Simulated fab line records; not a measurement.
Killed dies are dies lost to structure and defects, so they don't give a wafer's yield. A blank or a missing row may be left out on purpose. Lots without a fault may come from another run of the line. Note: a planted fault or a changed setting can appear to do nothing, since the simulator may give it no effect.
fab line records / flow sky130
record: lots: 5 wafers: 15 last_day: 50
route steps=708 shown POLY_CUT@312 SD_P@320
lots untouched by any fault: they come from a run of this same line in which no faults occurred
start_h: start of the lot's first displayed wafer, in hours after the record's first day / wait_h: hours elapsed since this lot's preceding step / " as in the row above / L1.1+2: one row covering several wafers at once / - no value, or no start given / * or withheld: withheld / < > ~ a bound
route shown NAME@n: a module of which the file shows steps, and the number in the route of the first / usual: average and standard deviation across the fault-free wafers / same: alike in all rows / chamber/n: place in a boat / sites: each site's reading / _std_site: their standard deviation / _edge_site: inner sites' mean taken away from outer sites' mean / radius_mm: for every site, how far away it sits from the centre of the wafer / mask NAME#n: copy n / behind: the last tool/chamber to shape the wafer / hold: cause of the lot's hold/its duration in hours/its outcome / device: names the non-switching transistor (n, p or np) / end of line: the same wafers' tests at the end of the route / step lacking rows: just its recipe / killed: count of dies lost to structure and defects at first sort (not the wafer's yield) / map: a wafer's dies, marking killed ones x, the rest . and places with no die _
set.NAME: the setting that was run; set.NAME@STEP: the one run at that earlier step / model.NAME: the simulator's own value behind a step, which no gauge read
certain route steps with their lots: each step a table, each wafer a row
services: the hour from which a tool's chamber was out of use, counted from the record's first day as start_h (under 0 if before that day), plus the number of hours and why
== steps ==
step: SKY_POLY_CUT_EXPOSE_05
recipe: mask_id: NPCM na: 0.8 source_shape: annular sigma_inner: 0.55 sigma_outer: 0.85 target_cd_nm: 270 dose_mj: 32
step: SKY_POLY_CUT_PEB_06
recipe: peb_temp_c: withheld peb_time_s: withheld resist: KrF-thick
step: SKY_POLY_CUT_DEVELOP_07
recipe: develop_time_s: 60 resist: KrF-thick dev_temp_c: 21
step: SKY_POLY_CUT_CD_MEAS_08
recipe: target_cd_nm: 270
usual: cd_nm: 269.6/1.2
lot.wafer=L584.1 tool=cd_sem-02 chamber=- start_h=574.67 wait_h=- cd_nm=269.7
lot.wafer=L584.2 tool=cd_sem-02 chamber=- start_h=574.67 wait_h=- cd_nm=267.9
lot.wafer=L584.3 tool=cd_sem-02 chamber=- start_h=574.67 wait_h=- cd_nm=268.8
lot.wafer=L588.1 tool=cd_sem-02 chamber=- start_h=607.09 wait_h=- cd_nm=270.3
lot.wafer=L588.4 tool=cd_sem-02 chamber=- start_h=607.09 wait_h=- cd_nm=270.0
lot.wafer=L588.5 tool=cd_sem-02 chamber=- start_h=607.09 wait_h=- cd_nm=268.4
lot.wafer=L597.1 tool=cd_sem-01 chamber=- start_h=683.73 wait_h=- cd_nm=269.4
lot.wafer=L597.3 tool=cd_sem-01 chamber=- start_h=683.73 wait_h=- cd_nm=269.2
lot.wafer=L597.5 tool=cd_sem-01 chamber=- start_h=683.73 wait_h=- cd_nm=269.7
lot.wafer=L604.2 tool=cd_sem-02 chamber=- start_h=736.24 wait_h=- cd_nm=269.0
lot.wafer=L604.4 tool=cd_sem-02 chamber=- start_h=736.24 wait_h=- cd_nm=269.9
lot.wafer=L604.5 tool=cd_sem-02 chamber=- start_h=736.24 wait_h=- cd_nm=268.6
lot.wafer=L606.1 tool=cd_sem-01 chamber=- start_h=757.08 wait_h=- cd_nm=272.7
lot.wafer=L606.2 tool=cd_sem-01 chamber=- start_h=757.08 wait_h=- cd_nm=273.5
lot.wafer=L606.5 tool=cd_sem-01 chamber=- start_h=757.08 wait_h=- cd_nm=272.2
step: SKY_POLY_CUT_OVL_MEAS_09
usual: POLY_CUT_OVL: -6/5
lot.wafer=L584.1 tool=overlay-01 chamber=- start_h=574.79 wait_h=0.1 POLY_CUT_OVL[nm]=0
lot.wafer=L584.2 tool=overlay-01 chamber=- start_h=574.79 wait_h=0.1 POLY_CUT_OVL[nm]=0
lot.wafer=L584.3 tool=overlay-01 chamber=- start_h=574.79 wait_h=0.1 POLY_CUT_OVL[nm]=-1
lot.wafer=L588.1 tool=overlay-01 chamber=- start_h=607.21 wait_h=0.1 POLY_CUT_OVL[nm]=-8
lot.wafer=L588.4 tool=overlay-01 chamber=- start_h=607.21 wait_h=0.1 POLY_CUT_OVL[nm]=-7
lot.wafer=L588.5 tool=overlay-01 chamber=- start_h=607.21 wait_h=0.1 POLY_CUT_OVL[nm]=-2
lot.wafer=L597.1 tool=overlay-01 chamber=- start_h=683.85 wait_h=0.1 POLY_CUT_OVL[nm]=-11
lot.wafer=L597.3 tool=overlay-01 chamber=- start_h=683.85 wait_h=0.1 POLY_CUT_OVL[nm]=-9
lot.wafer=L597.5 tool=overlay-01 chamber=- start_h=683.85 wait_h=0.1 POLY_CUT_OVL[nm]=-4
lot.wafer=L604.2 tool=overlay-02 chamber=- start_h=736.35 wait_h=0.1 POLY_CUT_OVL[nm]=-2
lot.wafer=L604.4 tool=overlay-02 chamber=- start_h=736.35 wait_h=0.1 POLY_CUT_OVL[nm]=-6
lot.wafer=L604.5 tool=overlay-02 chamber=- start_h=736.35 wait_h=0.1 POLY_CUT_OVL[nm]=-7
lot.wafer=L606.1 tool=overlay-02 chamber=- start_h=757.20 wait_h=0.1 POLY_CUT_OVL[nm]=-9
lot.wafer=L606.2 tool=overlay-02 chamber=- start_h=757.20 wait_h=0.1 POLY_CUT_OVL[nm]=-7
lot.wafer=L606.5 tool=overlay-02 chamber=- start_h=757.20 wait_h=0.1 POLY_CUT_OVL[nm]=-3
step: SKY_POLY_CUT_ETCH_10
recipe: chemistry: N2/H2 target: BARC ion_energy_ev: 200 source_w: 500 bias_w: 100 pressure_mtorr: 30 n2_flow_sccm: 100 h2_flow_sccm: 200 stop_on: SiO2 time_s: 45.9 target_depth_a: 600
usual: drypump_motor_current_A: 5.7/0.46 oes_product_au: 0.854/0.0049 throttle_valve_pct: 13.224/0.01
lot.wafer=L584.1 tool=rie_diel-03 chamber=3 start_h=574.82 wait_h=0.0 drypump_motor_current_A=6.5 oes_product_au=0.858 rf_hours_counter_h=4 throttle_valve_pct=13.226
lot.wafer=L584.2 tool=rie_diel-03 chamber=0 start_h=574.82 wait_h=0.0 drypump_motor_current_A=5.8 oes_product_au=0.856 rf_hours_counter_h=12 throttle_valve_pct=13.222
lot.wafer=L584.3 tool=rie_diel-03 chamber=2 start_h=574.82 wait_h=0.0 drypump_motor_current_A=5.9 oes_product_au=0.850 rf_hours_counter_h=0 throttle_valve_pct=13.231
lot.wafer=L588.1 tool=rie_diel-01 chamber=2 start_h=607.25 wait_h=0.0 drypump_motor_current_A=5.3 oes_product_au=0.860 rf_hours_counter_h=3 throttle_valve_pct=13.220
lot.wafer=L588.4 tool=rie_diel-01 chamber=1 start_h=607.25 wait_h=0.0 drypump_motor_current_A=5.2 oes_product_au=0.849 rf_hours_counter_h=5 throttle_valve_pct=13.224
lot.wafer=L588.5 tool=rie_diel-01 chamber=1 start_h=607.25 wait_h=0.0 drypump_motor_current_A=5.2 oes_product_au=0.848 rf_hours_counter_h=- throttle_valve_pct=13.238
lot.wafer=L597.1 tool=rie_diel-04 chamber=2 start_h=683.89 wait_h=0.0 drypump_motor_current_A=5.8 oes_product_au=0.856 rf_hours_counter_h=49 throttle_valve_pct=13.228
lot.wafer=L597.3 tool=rie_diel-04 chamber=0 start_h=683.89 wait_h=0.0 drypump_motor_current_A=5.8 oes_product_au=0.844 rf_hours_counter_h=11 throttle_valve_pct=13.219
lot.wafer=L597.5 tool=rie_diel-04 chamber=0 start_h=683.89 wait_h=0.0 drypump_motor_current_A=5.8 oes_product_au=0.856 rf_hours_counter_h=- throttle_valve_pct=13.223
lot.wafer=L604.2 tool=rie_diel-04 chamber=3 start_h=736.38 wait_h=0.0 drypump_motor_current_A=5.8 oes_product_au=0.858 rf_hours_counter_h=4 throttle_valve_pct=13.221
lot.wafer=L604.4 tool=rie_diel-04 chamber=0 start_h=736.38 wait_h=0.0 drypump_motor_current_A=5.8 oes_product_au=0.856 rf_hours_counter_h=- throttle_valve_pct=13.207
lot.wafer=L604.5 tool=rie_diel-04 chamber=3 start_h=736.38 wait_h=0.0 drypump_motor_current_A=5.8 oes_product_au=0.853 rf_hours_counter_h=- throttle_valve_pct=13.222
lot.wafer=L606.1 tool=rie_diel-01 chamber=0 start_h=757.24 wait_h=0.0 drypump_motor_current_A=5.8 oes_product_au=0.851 rf_hours_counter_h=6 throttle_valve_pct=13.204
lot.wafer=L606.2 tool=rie_diel-01 chamber=1 start_h=757.24 wait_h=0.0 drypump_motor_current_A=5.2 oes_product_au=0.855 rf_hours_counter_h=9 throttle_valve_pct=13.217
lot.wafer=L606.5 tool=rie_diel-01 chamber=1 start_h=757.24 wait_h=0.0 drypump_motor_current_A=5.2 oes_product_au=0.848 rf_hours_counter_h=- throttle_valve_pct=13.215
step: SKY_POLY_CUT_ETCH_11
recipe: target: Si3N4 chemistry: CF4/CH2F2/Ar stop_on: poly-Si source_w: 600 bias_w: 150 pressure_mtorr: 40 cf4_flow_sccm: 40 ch2f2_flow_sccm: 20 Ar_flow_sccm: 150 time_s: 42.5 target_depth_a: 600
usual: drypump_motor_current_A: 5.7/0.46 oes_product_au: 0.831/0.0061 throttle_valve_pct: 14.994/0.0095
lot.wafer=L584.1 tool=rie_diel-03 chamber=3 start_h=574.87 wait_h=0.0 drypump_motor_current_A=6.5 oes_product_au=0.830 rf_hours_counter_h=4 throttle_valve_pct=14.999
lot.wafer=L584.2 tool=rie_diel-03 chamber=0 start_h=574.87 wait_h=0.0 drypump_motor_current_A=5.8 oes_product_au=0.835 rf_hours_counter_h=12 throttle_valve_pct=15.014
lot.wafer=L584.3 tool=rie_diel-03 chamber=2 start_h=574.87 wait_h=0.0 drypump_motor_current_A=6.0 oes_product_au=0.837 rf_hours_counter_h=0 throttle_valve_pct=15.008
lot.wafer=L588.1 tool=rie_diel-01 chamber=2 start_h=607.29 wait_h=0.0 drypump_motor_current_A=5.3 oes_product_au=0.842 rf_hours_counter_h=3 throttle_valve_pct=15.000
lot.wafer=L588.4 tool=rie_diel-01 chamber=1 start_h=607.29 wait_h=0.0 drypump_motor_current_A=5.2 oes_product_au=0.839 rf_hours_counter_h=5 throttle_valve_pct=15.005
lot.wafer=L588.5 tool=rie_diel-01 chamber=1 start_h=607.29 wait_h=0.0 drypump_motor_current_A=5.2 oes_product_au=0.839 rf_hours_counter_h=- throttle_valve_pct=15.021
lot.wafer=L597.1 tool=rie_diel-04 chamber=2 start_h=683.93 wait_h=0.0 drypump_motor_current_A=5.8 oes_product_au=0.832 rf_hours_counter_h=49 throttle_valve_pct=14.997
lot.wafer=L597.3 tool=rie_diel-04 chamber=0 start_h=683.93 wait_h=0.0 drypump_motor_current_A=5.8 oes_product_au=0.832 rf_hours_counter_h=11 throttle_valve_pct=14.993
lot.wafer=L597.5 tool=rie_diel-04 chamber=0 start_h=683.93 wait_h=0.0 drypump_motor_current_A=5.8 oes_product_au=0.825 rf_hours_counter_h=- throttle_valve_pct=14.988
lot.wafer=L604.2 tool=rie_diel-04 chamber=3 start_h=736.42 wait_h=0.0 drypump_motor_current_A=5.8 oes_product_au=0.831 rf_hours_counter_h=4 throttle_valve_pct=14.998
lot.wafer=L604.4 tool=rie_diel-04 chamber=0 start_h=736.42 wait_h=0.0 drypump_motor_current_A=5.8 oes_product_au=0.835 rf_hours_counter_h=- throttle_valve_pct=14.986
lot.wafer=L604.5 tool=rie_diel-04 chamber=3 start_h=736.42 wait_h=0.0 drypump_motor_current_A=5.8 oes_product_au=0.832 rf_hours_counter_h=- throttle_valve_pct=14.976
lot.wafer=L606.1 tool=rie_diel-01 chamber=0 start_h=757.28 wait_h=0.0 drypump_motor_current_A=5.8 oes_product_au=0.842 rf_hours_counter_h=6 throttle_valve_pct=14.994
lot.wafer=L606.2 tool=rie_diel-01 chamber=1 start_h=757.28 wait_h=0.0 drypump_motor_current_A=5.1 oes_product_au=0.842 rf_hours_counter_h=9 throttle_valve_pct=14.994
lot.wafer=L606.5 tool=rie_diel-01 chamber=1 start_h=757.28 wait_h=0.0 drypump_motor_current_A=5.2 oes_product_au=0.829 rf_hours_counter_h=- throttle_valve_pct=14.971
step: SKY_POLY_CUT_STRIP_12
recipe: chemistry: O2/N2 power_w: 1400 pressure_mtorr: 1500 platen_temp_c: withheld o2_flow_sccm: 3000 n2_flow_sccm: 300 overash_fraction: 0.5
usual: drypump_motor_current_A: 5.66/0.18 oes_product_au: 0.452/0.0043 strip_time_to_endpoint_s: 5.353/0.019
lot.wafer=L584.1 tool=plasma_asher-01 chamber=1 start_h=574.91 wait_h=0.0 drypump_motor_current_A=5.72 oes_product_au=0.456 rf_hours_counter_h=13 strip_time_to_endpoint_s=5.365
lot.wafer=L584.2 tool=plasma_asher-01 chamber=0 start_h=574.91 wait_h=0.0 drypump_motor_current_A=5.52 oes_product_au=0.454 rf_hours_counter_h=13 strip_time_to_endpoint_s=5.350
lot.wafer=L584.3 tool=plasma_asher-01 chamber=0 start_h=574.91 wait_h=0.0 drypump_motor_current_A=5.48 oes_product_au=0.461 rf_hours_counter_h=- strip_time_to_endpoint_s=5.362
lot.wafer=L588.1 tool=plasma_asher-04 chamber=1 start_h=607.33 wait_h=0.0 drypump_motor_current_A=5.84 oes_product_au=0.447 rf_hours_counter_h=76 strip_time_to_endpoint_s=5.335
lot.wafer=L588.4 tool=plasma_asher-04 chamber=1 start_h=607.33 wait_h=0.0 drypump_motor_current_A=5.84 oes_product_au=0.451 rf_hours_counter_h=- strip_time_to_endpoint_s=5.333
lot.wafer=L588.5 tool=plasma_asher-04 chamber=1 start_h=607.33 wait_h=0.0 drypump_motor_current_A=5.85 oes_product_au=0.454 rf_hours_counter_h=- strip_time_to_endpoint_s=5.337
lot.wafer=L597.1 tool=plasma_asher-04 chamber=1 start_h=683.97 wait_h=0.0 drypump_motor_current_A=5.86 oes_product_au=0.444 rf_hours_counter_h=84 strip_time_to_endpoint_s=5.368
lot.wafer=L597.3 tool=plasma_asher-04 chamber=1 start_h=683.97 wait_h=0.0 drypump_motor_current_A=5.85 oes_product_au=0.460 rf_hours_counter_h=- strip_time_to_endpoint_s=5.361
lot.wafer=L597.5 tool=plasma_asher-04 chamber=0 start_h=683.97 wait_h=0.0 drypump_motor_current_A=5.76 oes_product_au=0.449 rf_hours_counter_h=- strip_time_to_endpoint_s=5.372
lot.wafer=L604.2 tool=plasma_asher-01 chamber=1 start_h=736.46 wait_h=0.0 drypump_motor_current_A=5.76 oes_product_au=0.460 rf_hours_counter_h=29 strip_time_to_endpoint_s=5.385
lot.wafer=L604.4 tool=plasma_asher-01 chamber=0 start_h=736.46 wait_h=0.0 drypump_motor_current_A=5.49 oes_product_au=0.446 rf_hours_counter_h=- strip_time_to_endpoint_s=5.346
lot.wafer=L604.5 tool=plasma_asher-01 chamber=1 start_h=736.46 wait_h=0.0 drypump_motor_current_A=5.77 oes_product_au=0.454 rf_hours_counter_h=- strip_time_to_endpoint_s=5.348
lot.wafer=L606.1 tool=plasma_asher-04 chamber=1 start_h=757.32 wait_h=0.0 drypump_motor_current_A=5.82 oes_product_au=0.452 rf_hours_counter_h=92 strip_time_to_endpoint_s=5.354
lot.wafer=L606.2 tool=plasma_asher-04 chamber=0 start_h=757.32 wait_h=0.0 drypump_motor_current_A=5.77 oes_product_au=0.456 rf_hours_counter_h=92 strip_time_to_endpoint_s=5.378
lot.wafer=L606.5 tool=plasma_asher-04 chamber=1 start_h=757.32 wait_h=0.0 drypump_motor_current_A=5.85 oes_product_au=0.447 rf_hours_counter_h=- strip_time_to_endpoint_s=5.350
step: SKY_SD_P_DEHYDRATE_00
recipe: temp_c: 200 time_s: 60
step: SKY_SD_P_HMDS_01
recipe: prime_time_s: 60 prime_temp_c: 120
step: SKY_SD_P_COAT_02
recipe: resist: NOVOLAK spin_rpm: 3000 resist_thk_nm: 1140
step: SKY_SD_P_SOFTBAKE_03
recipe: temp_c: 90 time_s: 60 resist: NOVOLAK
step: SKY_SD_P_EXPOSE_04
recipe: mask_id: PSDM na: 0.6 source_shape: conventional sigma_outer: 0.6 polarization: unpolarized target_cd_nm: 380 dose_mj: 138
lot.wafer=L584.1+2+3 tool=iline_stepper-02 chamber=0 start_h=589.17 wait_h=- mask=PSDM#0
lot.wafer=L588.1+4+5 tool=iline_stepper-01 chamber=0 start_h=621.57 wait_h=- mask=PSDM#0
lot.wafer=L597.1+3+5 tool=iline_stepper-02 chamber=0 start_h=698.85 wait_h=- mask=PSDM_R1#0
lot.wafer=L604.2+4+5 tool=iline_stepper-02 chamber=0 start_h=751.22 wait_h=- mask=PSDM#0
lot.wafer=L606.1+2+5 tool=iline_stepper-01 chamber=0 start_h=770.77 wait_h=- mask=PSDM#0
step: SKY_SD_P_PEB_05
recipe: temp_c: withheld time_s: * resist: NOVOLAK
step: SKY_SD_P_DEVELOP_06
recipe: resist: NOVOLAK developer: TMAH develop_time_s: 60 dev_temp_c: 23
step: SKY_SD_P_CD_MEAS_07
recipe: target_cd_nm: 380
usual: cd_nm: 379.3/2.5
lot.wafer=L584.1 tool=cd_sem-02 chamber=- start_h=603.77 wait_h=0.1 cd_nm=378.8
lot.wafer=L584.2 tool=cd_sem-02 chamber=- start_h=603.77 wait_h=0.1 cd_nm=379.0
lot.wafer=L584.3 tool=cd_sem-02 chamber=- start_h=603.77 wait_h=0.1 cd_nm=377.9
lot.wafer=L588.1 tool=cd_sem-01 chamber=- start_h=636.17 wait_h=0.1 cd_nm=381.0
lot.wafer=L588.4 tool=cd_sem-01 chamber=- start_h=636.17 wait_h=0.1 cd_nm=381.9
lot.wafer=L588.5 tool=cd_sem-01 chamber=- start_h=636.17 wait_h=0.1 cd_nm=381.1
lot.wafer=L597.1 tool=cd_sem-02 chamber=- start_h=712.17 wait_h=0.1 cd_nm=308.7
lot.wafer=L597.3 tool=cd_sem-02 chamber=- start_h=712.17 wait_h=0.1 cd_nm=304.4
lot.wafer=L597.5 tool=cd_sem-02 chamber=- start_h=712.17 wait_h=0.1 cd_nm=303.6
lot.wafer=L604.2 tool=cd_sem-01 chamber=- start_h=764.19 wait_h=0.1 cd_nm=379.9
lot.wafer=L604.4 tool=cd_sem-01 chamber=- start_h=764.19 wait_h=0.1 cd_nm=377.4
lot.wafer=L604.5 tool=cd_sem-01 chamber=- start_h=764.19 wait_h=0.1 cd_nm=380.0
lot.wafer=L606.1 tool=cd_sem-02 chamber=- start_h=784.57 wait_h=0.1 cd_nm=382.7
lot.wafer=L606.2 tool=cd_sem-02 chamber=- start_h=784.57 wait_h=0.1 cd_nm=380.5
lot.wafer=L606.5 tool=cd_sem-02 chamber=- start_h=784.57 wait_h=0.1 cd_nm=382.2
step: SKY_SD_P_OVL_MEAS_08
usual: SD_P_OVL: 1.3/1.5
lot.wafer=L584.1 tool=overlay-01 chamber=- start_h=603.89 wait_h=0.1 SD_P_OVL[nm]=-1.0
lot.wafer=L584.2 tool=overlay-01 chamber=- start_h=603.89 wait_h=0.1 SD_P_OVL[nm]=0.3
lot.wafer=L584.3 tool=overlay-01 chamber=- start_h=603.89 wait_h=0.1 SD_P_OVL[nm]=1.0
lot.wafer=L588.1 tool=overlay-01 chamber=- start_h=636.29 wait_h=0.1 SD_P_OVL[nm]=3.1
lot.wafer=L588.4 tool=overlay-01 chamber=- start_h=636.29 wait_h=0.1 SD_P_OVL[nm]=0.9
lot.wafer=L588.5 tool=overlay-01 chamber=- start_h=636.29 wait_h=0.1 SD_P_OVL[nm]=1.1
lot.wafer=L597.1 tool=overlay-01 chamber=- start_h=712.29 wait_h=0.1 SD_P_OVL[nm]=0.7
lot.wafer=L597.3 tool=overlay-01 chamber=- start_h=712.29 wait_h=0.1 SD_P_OVL[nm]=1.5
lot.wafer=L597.5 tool=overlay-01 chamber=- start_h=712.29 wait_h=0.1 SD_P_OVL[nm]=-0.2
lot.wafer=L604.2 tool=overlay-02 chamber=- start_h=764.29 wait_h=0.1 SD_P_OVL[nm]=-0.8
lot.wafer=L604.4 tool=overlay-02 chamber=- start_h=764.29 wait_h=0.1 SD_P_OVL[nm]=-0.2
lot.wafer=L604.5 tool=overlay-02 chamber=- start_h=764.29 wait_h=0.1 SD_P_OVL[nm]=0.5
lot.wafer=L606.1 tool=overlay-01 chamber=- start_h=784.69 wait_h=0.1 SD_P_OVL[nm]=0.5
lot.wafer=L606.2 tool=overlay-01 chamber=- start_h=784.69 wait_h=0.1 SD_P_OVL[nm]=0.7
lot.wafer=L606.5 tool=overlay-01 chamber=- start_h=784.69 wait_h=0.1 SD_P_OVL[nm]=0.9
== services ==
tool=iline_stepper-01 chamber=- start_h=570.73 hours=7.9 kind=repair
tool=rie_diel-03 chamber=0 start_h=586.22 hours=12.4 kind=repair
tool=iline_stepper-02 chamber=- start_h=636.88 hours=4.9 kind=repair
tool=iline_stepper-01 chamber=- start_h=645.35 hours=2.1 kind=pm
tool=iline_stepper-01 chamber=- start_h=647.43 hours=- kind=consumable_replace:lamp
tool=iline_stepper-01 chamber=0 start_h=657.43 hours=- kind=calibration
tool=iline_stepper-02 chamber=- start_h=681.65 hours=1.7 kind=pm
tool=iline_stepper-01 chamber=- start_h=718.38 hours=1.7 kind=pm
tool=rie_diel-04 chamber=2 start_h=719.05 hours=- kind=clean
tool=rie_diel-04 chamber=2 start_h=719.05 hours=23.4 kind=scheduled_down
tool=rie_diel-04 chamber=2 start_h=719.05 hours=23.4 kind=vent_cycle
tool=iline_stepper-02 chamber=0 start_h=724.11 hours=- kind=calibration
tool=rie_diel-03 chamber=- start_h=731.01 hours=0.2 kind=repair
tool=rie_diel-03 chamber=- start_h=760.06 hours=0.3 kind=repair
== key ==
first_sign: step: SKY_SD_P_EXPOSE_04 reading: mask direction: changed
effect: step: SKY_SD_P_CD_MEAS_07 reading: cd_nm direction: down sigmas: 30 usual: 379.3 struck: 305.5
met_at SKY_SD_P_EXPOSE_04
struck_wafers L597.1,L597.3,L597.5
sort_left_out L597.1,L597.3,L597.5
tester_left_out L597
onset_between 589.17 698.85
fault: kind: wrong_mask tool: any chamber: - onset_h: 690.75 steps: SKY_SD_P_EXPOSE_04 aux_copy: PSDM_R1#0 cd_offset_nm: -76 scope: struck_lots_only
tester_left_out: of these lots the tester's yield and bins aren't shown, on N5 and GAA mostly nor the transistor test; their killed dies are dies lost to structure and defects alone, not to doping, threshold or leakage, so they don't give the yield
sort_left_out: the simulated sort isn't trusted on such a fault, so these wafers' sort isn't shown, and their yield isn't known
